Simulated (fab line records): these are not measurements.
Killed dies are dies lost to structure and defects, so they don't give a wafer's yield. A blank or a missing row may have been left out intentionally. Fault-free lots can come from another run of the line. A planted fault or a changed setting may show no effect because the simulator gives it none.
Chamber matching	flow gf180mcu	GF_CONTACT_CMP_27 on cmp-01 has 4 sister chambers
The step polishes, stops on SiO2, t overpolish 15 s, target thk 0 nm. 4 wafers are shown with their chamber, then 7 later ones without.

WAFERS, EACH WITH ITS CHAMBER
wafer	chamber	motorCurrentA (A)
L460.4	0	11.6
L460.6	3	10.7
L463.1	2	10.3
L463.3	1	12.3

WAFERS WITHOUT THEIR CHAMBER
wafer	motorCurrentA (A)
L463.5	10.8
L465.1	10.4
L465.2	11.0
L465.5	11.2
L468.2	10.4
L468.3	11.9
L468.4	11.9

WHICH CHAMBER EACH ONE RAN IN
wafer	from the rows above	in truth
L463.5	can't be placed: 3 or 2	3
L465.1	can't be placed: 2 or 3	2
L465.2	can't be placed: 3 or 0 or 2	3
L465.5	can't be placed: 0 or 3 or 2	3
L468.2	can't be placed: 2 or 3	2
L468.3	can't be placed: 0 or 1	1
L468.4	can't be placed: 0 or 1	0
Correct placement for 0 of the 7. Unplaceable from these rows: 7, with the true chamber sitting among the candidates in 7. Wrongly placed: 0.
How it was worked out, from the rows above alone: a wafer's distance from a chamber is the root of the sum, over the readings, of the square of ((its reading less the chamber's mean) divided by the reading's scatter). The wafer belongs to the nearest chamber; if the next one is less than 2 further off, it can't be placed. For every chamber, the mean is computed from those of its wafers that are shown. The scatter (one wafer shown for each chamber): square how far every hidden wafer sits from the nearest shown wafer, average those squares and take the square root.
